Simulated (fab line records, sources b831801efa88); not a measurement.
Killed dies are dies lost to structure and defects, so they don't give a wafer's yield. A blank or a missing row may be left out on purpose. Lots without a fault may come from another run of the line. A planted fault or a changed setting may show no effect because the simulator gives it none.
Which tool did it? | flow sky130 | 24 lots, 72 wafers sampled, at 4 steps of a route of 708

WHAT THE GAUGES READ, wafer by wafer
SKY_VIA1_RS_MEAS_22: measures by four-point-probe. Usual: VIA1_W_RS 0.429 ohm/sq, standard deviation 0.0041.
lot  | measured     | on            | VIA1_W_RS (ohm/sq) | flag
L074 | day 33 14:14 | film_metro-01 | 0.422 0.434 0.432  |
L075 | day 33 17:04 | film_metro-01 | 0.430 0.424 0.424  |
L076 | day 34 11:14 | film_metro-02 | 0.422 0.422 0.425  |
L077 | day 34 13:53 | film_metro-02 | 0.431 0.427 0.429  |
L078 | day 35 01:36 | film_metro-03 | 0.434 0.433 0.431  |
L079 | day 35 21:22 | film_metro-02 | 0.432 0.430 0.434  |
L080 | day 36 03:41 | film_metro-02 | 0.438 0.435 0.429  |
L081 | day 36 08:32 | film_metro-01 | 0.427 0.435 0.435  |
L082 | day 36 21:05 | film_metro-02 | 0.429 0.436 0.433  |
L083 | day 37 02:31 | film_metro-03 | 0.434 0.432 0.426  |
L085 | day 37 23:05 | film_metro-03 | 0.427 0.430 0.431  |
L084 | day 38 02:47 | film_metro-02 | 0.431 0.430 0.431  |
L087 | day 38 13:10 | film_metro-01 | 0.424 0.429 0.433  |
L086 | day 38 13:49 | film_metro-03 | 0.436 0.438 0.430  |
L088 | day 38 20:17 | film_metro-02 | 0.429 0.428 0.430  |
L090 | day 39 03:06 | film_metro-03 | 0.431 0.429 0.427  |
L089 | day 39 03:42 | film_metro-01 | 0.429 0.422 0.427  |
L091 | day 39 06:30 | film_metro-02 | 0.432 0.437 0.430  |
L093 | day 39 21:41 | film_metro-03 | 0.427 0.422 0.426  |
L092 | day 40 00:34 | film_metro-03 | 0.429 0.427 0.429  |
L094 | day 40 06:37 | film_metro-02 | 0.431 0.434 0.427  |
L095 | day 40 10:18 | film_metro-03 | 0.426 0.431 0.421  |
L096 | day 40 14:11 | film_metro-02 | 0.426 0.427 0.426  |
L097 | day 40 23:38 | film_metro-02 | 0.427 0.430 0.432  |

SKY_VIA1_THK_MEAS_23: measures by xrf. Usual: VIA1_W_THK 274 nm, standard deviation 3.4.
lot  | measured     | on            | VIA1_W_THK (nm) | flag
L074 | day 33 14:22 | film_metro-01 | 277 269 270     |
L075 | day 33 17:11 | film_metro-01 | 270 274 273     |
L076 | day 34 11:20 | film_metro-02 | 279 278 276     |
L077 | day 34 14:01 | film_metro-02 | 272 276 274     |
L078 | day 35 01:43 | film_metro-03 | 276 277 278     |
L079 | day 35 21:29 | film_metro-02 | 274 275 273     |
L080 | day 36 03:47 | film_metro-02 | 268 269 274     |
L081 | day 36 08:39 | film_metro-01 | 273 270 268     |
L082 | day 36 21:11 | film_metro-02 | 274 270 271     |
L083 | day 37 02:37 | film_metro-03 | 271 274 278     |
L085 | day 37 23:13 | film_metro-03 | 277 276 274     |
L084 | day 38 02:53 | film_metro-02 | 272 271 272     |
L087 | day 38 13:16 | film_metro-01 | 274 271 269     |
L086 | day 38 13:56 | film_metro-03 | 275 274 279     |
L088 | day 38 20:24 | film_metro-02 | 273 275 272     |
L090 | day 39 03:13 | film_metro-03 | 278 278 279     |
L089 | day 39 03:49 | film_metro-01 | 273 276 273     |
L091 | day 39 06:37 | film_metro-02 | 274 269 274     |
L093 | day 39 21:47 | film_metro-03 | 279 283 282     |
L092 | day 40 00:41 | film_metro-03 | 277 275 280     |
L094 | day 40 06:44 | film_metro-02 | 271 270 273     |
L095 | day 40 10:25 | film_metro-03 | 279 276 281     |
L096 | day 40 14:19 | film_metro-02 | 274 273 272     |
L097 | day 40 23:45 | film_metro-02 | 274 272 271     |

SKY_VIA2_OVL_MEAS_13. Usual: VIA2_OVL 2 nm, standard deviation 5.8.
lot  | measured     | on         | VIA2_OVL (nm) | flag
L074 | day 35 21:13 | overlay-02 | -3 1 2        |
L075 | day 36 00:41 | overlay-02 | -2 -1 0       |
L076 | day 36 18:07 | overlay-01 | -2 -8 -2      |
L077 | day 36 20:18 | overlay-02 | 0 -4 -2       |
L078 | day 37 08:00 | overlay-02 | 4 -4 -2       |
L079 | day 38 03:53 | overlay-01 | -1 5 1        |
L080 | day 38 10:35 | overlay-02 | 5 6 7         |
L081 | day 38 14:53 | overlay-02 | -1 4 2        |
L082 | day 39 04:16 | overlay-02 | 7 15 6        |
L083 | day 39 08:19 | overlay-01 | 7 6 8         |
L085 | day 40 03:41 | overlay-02 | -7 -3 6       |
L084 | day 40 07:53 | overlay-02 | 5 4 -4        |
L087 | day 40 16:25 | overlay-02 | 3 0 10        |
L086 | day 40 17:50 | overlay-01 | 3 12 8        |
L088 | day 41 00:17 | overlay-01 | 9 0 8         |
L090 | day 41 06:13 | overlay-01 | 3 7 6         |
L089 | day 41 06:34 | overlay-02 | 0 9 6         |
L091 | day 41 09:38 | overlay-02 | 2 2 -2        |
L093 | day 41 22:58 | overlay-01 | -4 -6 -2      |
L092 | day 42 02:43 | overlay-01 | -2 -8 -1      |
L094 | day 42 08:04 | overlay-02 | 12 7 4        |
L095 | day 42 11:42 | overlay-02 | -8 -5 -13     |
L096 | day 42 15:18 | overlay-02 | -5 -9 -13     |
L097 | day 42 23:25 | overlay-02 | 4 3 6         |

WHICH TOOL RAN EACH LOT (tool, then ch and the chambers of the sampled wafers, then the start)
lot  | SKY_METAL2_SPUTTER_03
L074 | pvd_sputter-01, day 33 14:47
L075 | pvd_sputter-03, day 33 17:37
L076 | pvd_sputter-01, day 34 12:02
L077 | pvd_sputter-02, day 34 14:26
L078 | pvd_sputter-03, day 35 02:08
L079 | pvd_sputter-01, day 35 21:54
L080 | pvd_sputter-02, day 36 04:13
L081 | pvd_sputter-01, day 36 09:04
L082 | pvd_sputter-02, day 36 21:37
L083 | pvd_sputter-03, day 37 03:02
L085 | pvd_sputter-02, day 37 23:40
L084 | pvd_sputter-03, day 38 03:17
L087 | pvd_sputter-02, day 38 13:41
L086 | pvd_sputter-03, day 38 14:22
L088 | pvd_sputter-01, day 38 20:50
L090 | pvd_sputter-02, day 39 03:39
L089 | pvd_sputter-01, day 39 04:14
L091 | pvd_sputter-03, day 39 07:14
L093 | pvd_sputter-03, day 39 22:13
L092 | pvd_sputter-03, day 40 01:07
L094 | pvd_sputter-01, day 40 07:10
L095 | pvd_sputter-02, day 40 10:54
L096 | pvd_sputter-03, day 40 14:44
L097 | pvd_sputter-01, day 41 00:11
- SKY_METAL2_SPUTTER_03: material Ti, target thk 5 nm, time 3.3 s.

WHAT THE TOOLS THEMSELVES READ (means of the sampled wafers that have a number; where no wafer has one, the mark that the record gives instead)
SKY_METAL2_SPUTTER_03. Usual: throttle_valve_pct 29.5 %, standard deviation 1.
lot  | tool           | throttle_valve_pct (%) | flag
L074 | pvd_sputter-01 | 29.5                   |
L075 | pvd_sputter-03 | 29.0                   |
L076 | pvd_sputter-01 | 30.2                   |
L077 | pvd_sputter-02 | 30.6                   |
L078 | pvd_sputter-03 | 28.8                   |
L079 | pvd_sputter-01 | 29.6                   |
L080 | pvd_sputter-02 | 30.1                   |
L081 | pvd_sputter-01 | 29.5                   |
L082 | pvd_sputter-02 | 30.1                   |
L083 | pvd_sputter-03 | 28.8                   |
L085 | pvd_sputter-02 | 29.7                   |
L084 | pvd_sputter-03 | 29.3                   |
L087 | pvd_sputter-02 | 30.2                   |
L086 | pvd_sputter-03 | 28.4                   |
L088 | pvd_sputter-01 | 29.7                   |
L090 | pvd_sputter-02 | 30.7                   |
L089 | pvd_sputter-01 | 29.4                   |
L091 | pvd_sputter-03 | 28.9                   |
L093 | pvd_sputter-03 | 29.5                   |
L092 | pvd_sputter-03 | 28.8                   |
L094 | pvd_sputter-01 | 30.6                   |
L095 | pvd_sputter-02 | 30.6                   |
L096 | pvd_sputter-03 | 28.9                   |
L097 | pvd_sputter-01 | 29.1                   |

THE ANSWER, worked out from the rows above alone
Rule: a lot is off if the mean of its wafers that have a number lies more than 3 standard deviations from the usual mean. A lot without any number at a reading at which 4 lots or more have one is off too. The other lots that the step has rows for count as sound. The gauges are gone through in route order, then the tools' own readings, and for those a lot's mean is taken as printed above. The first step at which some lot is off is used, and at that step the reading that is off furthest; a lot without a number counts as furthest.
No lot is off at any reading shown: from this, nothing can be told.

WHAT THE SIMULATOR HAD PUT IN
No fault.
